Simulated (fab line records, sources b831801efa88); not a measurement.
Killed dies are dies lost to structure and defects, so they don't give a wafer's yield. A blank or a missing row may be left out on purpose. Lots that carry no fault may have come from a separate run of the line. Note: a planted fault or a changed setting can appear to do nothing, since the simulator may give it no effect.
Chamber matching ; flow gf180mcu ; GF_V3_CVD_02 on pecvd-03: 3 sister chambers
The step deposits SiO2 from TEOS, target thk 850 nm, time 94.851 s. 6 wafers are shown with their chamber, then 8 later ones without.

WAFERS WITH THEIR CHAMBER
wafer;chamber;heater_power_w (W)
L089.1;0;526
L089.2;2;670
L089.4;1;783
L089.5;2;691
L089.6;0;535
L093.1;1;767

WAFERS WHOSE CHAMBER IS MISSING
wafer;heater_power_w (W)
L093.2;523
L093.3;640
L093.4;418
L093.5;666
L093.6;825
L095.2;722
L095.3;648
L095.5;536

WHICH CHAMBER EACH WENT THROUGH
wafer;from the rows above;in truth
L093.2;0;0
L093.3;2;2
L093.4;0;0
L093.5;2;2
L093.6;1;1
L095.2;can't be placed: 2 or 1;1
L095.3;2;2
L095.5;0;0
Placed correctly: 7 of 8. Unplaceable from these rows: 1, with the true chamber sitting among the candidates in 1. Wrongly placed: 0.
How it was worked out, from the rows above alone: a wafer's distance from a chamber is the root of the sum, over the readings, of the square of ((its reading less the chamber's mean) divided by the reading's scatter). The wafer belongs to the nearest chamber; if the next one is less than 2 further off, it can't be placed. A chamber's mean is the mean of its shown wafers. How the scatter is found: for the shown wafers, subtract from each reading the mean of its chamber, square and add these, divide the total by (wafers less chambers), then take the root.
